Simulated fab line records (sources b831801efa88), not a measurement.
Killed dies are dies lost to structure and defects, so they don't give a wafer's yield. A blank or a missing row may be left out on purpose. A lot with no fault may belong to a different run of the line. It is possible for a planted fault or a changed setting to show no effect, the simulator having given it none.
8D (eight disciplines) problem report, filled in by code	flow sky130	the parts of the form that need people (team, actions taken, sign-off) are left out

== 1. PROBLEM STATEMENT ==
At SKY_LI_CONTACT_STRIP_16, strip-time-to-endpoint-s averages 5.210 s over 6 wafers from 2 lots, while fault-free wafers read 3.517 s, standard deviation 0.024. Measured from the usual mean, that is +71 standard deviations.
The step: strips in O2/N2.
First seen on wafer L962.1, day 31 18:53, on plasma-asher-01. Wafers with a number at this step in the record: 33, from 11 lots. By rule, "out" or "out of limits" means more than 4 standard deviations away from the usual mean. All remaining wafers that have a number are taken as sound.

== 2. WHAT IT IS AND WHAT IT IS NOT ==
question	is	is not
which readings at this step	strip-time-to-endpoint-s, oes-product-au	drypump-motor-current-A
which lots	L962, L963	L957, L959, L960, L961, L970, L971, L974, L975, L977
which wafers of those lots	all that have a number	-
read on which tools	plasma-asher-01, plasma-asher-02	plasma-asher-03
when	from day 31 18:53	up to then (12 sound wafers); but 15 sound wafers of L970, L971, L974, L975, L977 came after

== 3. THE SUSPECTS, EACH WITH WHAT RULES IT OUT ==
Counting: a tool at any process step up to the reading remains a suspect when it ran all the lots that are out and ran no sound lot after the first of those.
- plasma-asher-03 at SKY_RES_XHIGH_STRIP_08 (strips in O2/N2): ruled out as a lasting fault. The sound lots L971, L974 went through it after L962, its earliest lot that is out (day 29 10:16).
- rie-diel-04 at SKY_LI_CONTACT_ETCH_14 (etches BARC in N2/H2, stops on SiO2, time 45.9 s, target depth 60 nm): ruled out as a lasting fault. The sound lots L971, L974, L975, L977 went through it after L962, its earliest lot that is out (day 31 18:46).
- rie-diel-04 at SKY_LI_CONTACT_ETCH_15 (etches PSG in C4F8/O2/Ar, stops on Si, target depth 600 nm): ruled out as a lasting fault. The sound lots L971, L974, L975, L977 went through it after L962, its earliest lot that is out (day 31 18:48).
Left after counting: nothing in the record.

== 4. THE CAUSE (what the simulator had put in) ==
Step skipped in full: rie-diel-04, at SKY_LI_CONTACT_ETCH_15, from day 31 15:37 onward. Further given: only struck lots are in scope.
Counting ruled it out, wrongly: the rule takes a fault to strike every lot that its tool runs from its start on, and this one did not.

== 5. SEQUENCE OF EFFECTS, ordered by route ==
Each row: a reading whose mean over the struck wafers that have a number lies more than 3 standard deviations from the usual. Scope: only readings with a usual standard deviation given in the record; hours: median across lots of the time from each lot's start at the first step in this table that gives one to its start at this step; sigmas: change in usual standard deviations.
hours	step	reading	usual	on struck wafers	change	sigmas
0	SKY_LI_CONTACT_STRIP_16	oes-product-au	0.376 a.u.	0.444	+0.068	+15
0	SKY_LI_CONTACT_STRIP_16	strip-time-to-endpoint-s	3.517 s	5.210	+1.693	+71
394	SKY_PAD_OPEN_PROBE_99	killed-at-contacts	23	428	+405	+74
394	SKY_PAD_OPEN_PROBE_99	killed-dies	85	492	+407	+44
394	SKY_PAD_OPEN_PROBE_99	killed-on-rim	16	96	+80	+23
The process steps in it:
- SKY_LI_CONTACT_STRIP_16: strips in O2/N2.
- SKY_PAD_OPEN_PROBE_99
Readings that are blank on the struck wafers while sound wafers have them: bias-w at SKY_LI_CONTACT_ETCH_15; chamber-pressure-mTorr at SKY_LI_CONTACT_ETCH_15; oes-product-au at SKY_LI_CONTACT_ETCH_15.

== 6. HOW IT WOULD HAVE BEEN CAUGHT EARLIER ==
The fault began at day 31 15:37; the first out-of-limits reading in this record came at day 31 18:53, 3 hours later.
At SKY_LI_CONTACT_ETCH_15 the tool's readings are blank on the struck wafers, where sound wafers have them: an empty tool record is the first sign, and it was there at once.
